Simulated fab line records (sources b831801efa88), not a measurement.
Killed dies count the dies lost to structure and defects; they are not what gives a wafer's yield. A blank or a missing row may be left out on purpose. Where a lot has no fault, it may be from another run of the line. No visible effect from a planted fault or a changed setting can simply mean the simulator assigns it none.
Matching of chambers | flow sky130 | rie_diel-03 running SKY_SONOS_ONO_ETCH_15: 4 sister chambers
The step etches the open film in CHF3/O2, target depth 19.52 nm, time 7.8 s. 7 wafers are shown with their chamber, then 7 later ones without.

WAFERS WITH THEIR CHAMBER
wafer  | chamber | oes_product_au (a.u.) | O2_flow_sccm (sccm)
L817.1 | 1       | 0.982                 | 5.004
L820.1 | 0       | 0.998                 | 5.019
L820.3 | 1       | 0.988                 | 4.989
L824.2 | 0       | 0.997                 | 4.999
L824.6 | 2       | 1.011                 | 4.988
L829.2 | 2       | 1.016                 | 5.015
L829.5 | 3       | 0.990                 | 4.976

WAFERS WITHOUT THEIR CHAMBER
wafer  | oes_product_au (a.u.) | O2_flow_sccm (sccm)
L829.6 | 1.008                 | 5.010
L836.3 | 0.985                 | 4.982
L836.4 | 0.993                 | 4.987
L836.5 | 0.996                 | 5.005
L837.2 | 1.009                 | 4.996
L837.3 | 0.992                 | 4.998
L837.4 | 0.979                 | 5.001

EACH ONE'S CHAMBER
wafer  | from the rows above          | in truth
L829.6 | can't be placed: 2 or 0      | 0
L836.3 | can't be placed: 1 or 3      | 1
L836.4 | can't be placed: 3 or 0 or 1 | 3
L836.5 | 0                            | 0
L837.2 | 2                            | 2
L837.3 | can't be placed: 3 or 0 or 1 | 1
L837.4 | can't be placed: 1 or 3      | 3
Correctly placed: 2 of 7. These rows do not allow placing 5 (true chamber among the candidates in 5). Number placed wrongly: 0.
How it was worked out, from the rows above alone: a wafer's distance from a chamber is the root of the sum, over the readings, of the square of ((its reading less the chamber's mean) divided by the reading's scatter). If the next closest chamber is less than 2 further off than the closest, the wafer can't be placed; otherwise it belongs to the closest. Each chamber's mean is taken over the wafers shown for it. The scatter: take each reading less its chamber's mean, square it, sum over the shown wafers, divide by the number of wafers less the number of chambers, and take the root.
